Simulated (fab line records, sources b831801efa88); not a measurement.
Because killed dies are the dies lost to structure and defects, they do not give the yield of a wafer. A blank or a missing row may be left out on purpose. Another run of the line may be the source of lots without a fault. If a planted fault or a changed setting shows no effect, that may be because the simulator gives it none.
Comparing a struck lot with a sound one ; flow sky130 ; 19 steps out of a route of 708
Sound: the wafers L178.3, L178.4, L178.5. Struck: wafer L192.4. (L192.3, L192.5 of the same lot were not struck and are left out.) The cause comes at the end.
For every step that has rows: the tool of each side, followed by ch and its chambers, followed by its first start. Under that, the readings that differ: sound wafers ; struck wafers ; difference of the means ; sigmas: that difference in standard deviations of wafers without a fault.
alike: a reading whose means differ by less than 2 such deviations, as well as words and numbers matching on both sides. not compared: withheld readings; readings where some wafer has no value; bounds like >300 that might hide an equal value; numbers whose values overlap and for which the record gives no deviation.
The two part at a step that has a row with sigmas, a row that says differs or no value, or rows on one side only. Numbers that have no deviation but don't overlap get no sigmas and don't part them. A reading that every wafer of one side lacks parts them only if that side has two wafers or more.

SKY_VIA1_ETCH_15: etches SiO2 in C4F8/O2/Ar, stops on TiN, target depth 351 nm, time 54 s.
  sound on rie diel-03 ch 0,3, day 35 15:57; struck on rie diel-03 ch 0, day 39 10:32
  alike: oes product au
  not compared: rf hours counter h
SKY_VIA1_STRIP_16: strips in O2/N2.
  sound on plasma asher-01 ch 0,1, day 35 16:02; struck on plasma asher-04 ch 0, day 39 10:37
  alike: drypump motor current A, oes product au, strip time to endpoint s
  not compared: rf hours counter h
then, 5 steps without rows for these wafers: SKY_VIA1_STRIP_17 (strips in post etch residue remover, time 1200 s); SKY_VIA1_CLEAN_18 (cleans in IPA, time 180 s); SKY_VIA1_CLEAN_19 (cleans in O3/DIW); SKY_VIA1_SPUTTER_20 (material TiN, target thk 20 nm, time 80 s); SKY_VIA1_CVD_21 (deposits W, target thk 270 nm, time 80.902 s).
SKY_VIA1_RS_MEAS_22: uses a four-point probe to measure.
  struck on film metro-01, day 39 11:23; sound on film metro-04, day 35 16:50
reading;sound;struck;difference;sigmas
VIA1_W_RS (ohm/sq);0.426 0.418 0.427;0.440;+0.016;+4
SKY_VIA1_THK_MEAS_23: measures by xrf.
  struck on film metro-01, day 39 11:29; sound on film metro-04, day 35 16:56
reading;sound;struck;difference;sigmas
VIA1_W_THK (nm);275 280 274;266;-10;-3
then, 1 step without rows for these wafers: SKY_VIA1_CMP_24 (polishes, stops on SiO2, t overpolish 15 s, target thk 0 nm).
SKY_METAL2_SPUTTER_00: material Ti, target thk 15 nm, time 10 s.
  struck on pvd sputter-02, day 39 11:50; sound on pvd sputter-04, day 35 17:16
  alike: cathode dc power W, throttle valve pct
then, 1 step without rows for these wafers: SKY_METAL2_SPUTTER_01 (material TiN, target thk 20 nm, time 16.7 s).
SKY_METAL2_SPUTTER_02: material AlCu, target thk 250 nm, time 13.3 s.
  struck on pvd sputter-02, day 39 11:53; sound on pvd sputter-04, day 35 17:19
reading;sound;struck;difference;sigmas
model.AlCu_of_METAL2_SPUTTER_02.thk nm (nm);249.4 251.1 249.8;262.2;+12.1;
  alike: cathode dc power W, throttle valve pct
SKY_METAL2_SPUTTER_03: material Ti, target thk 5 nm, time 3.3 s.
  struck on pvd sputter-02, day 39 11:54; sound on pvd sputter-04, day 35 17:20
  alike: cathode dc power W, throttle valve pct
SKY_METAL2_SPUTTER_04: material TiN, target thk 70 nm, time 58.3 s.
  struck on pvd sputter-02, day 39 11:55; sound on pvd sputter-04, day 35 17:22
  alike: cathode dc power W, throttle valve pct
SKY_METAL2_RS_MEAS_05: uses a four-point probe to measure.
  struck on film metro-04, day 39 12:01; sound on film metro-02, day 35 17:27
reading;sound;struck;difference;sigmas
METAL2_ALCU_RS (ohm/sq);0.1270 0.1262 0.1268;0.1203;-0.0064;-5
SKY_METAL2_THK_MEAS_06: measures by xrf.
  struck on film metro-04, day 39 12:07; sound on film metro-02, day 35 17:33
reading;sound;struck;difference;sigmas
METAL2_ALCU_THK (nm);244 247 244;260;+15;+4
then, 1 step without rows for these wafers: SKY_METAL2_DEHYDRATE_07 (time 60 s).
-- the record jumps here: 10 days lie between the struck wafers' starts before and after (it left off in module METAL2 and takes up again in module PAD_OPEN, whose first step shown is number 708 of the route) --
SKY_PAD_OPEN_PROBE_99:
  struck on prober-01, day 49 18:34; sound on prober-02, day 46 22:05
reading;sound;struck;difference;sigmas
model.etest.met2.rs ohm sq;0.1287 0.1284 0.1284;0.1213;-0.0072;
  not compared: model.etest.met2.line ohm um

## WHERE THEY PART
First at SKY_VIA1_RS_MEAS_22; last, within this record, at SKY_METAL2_THK_MEAS_06.

WHY: what the simulator had put in
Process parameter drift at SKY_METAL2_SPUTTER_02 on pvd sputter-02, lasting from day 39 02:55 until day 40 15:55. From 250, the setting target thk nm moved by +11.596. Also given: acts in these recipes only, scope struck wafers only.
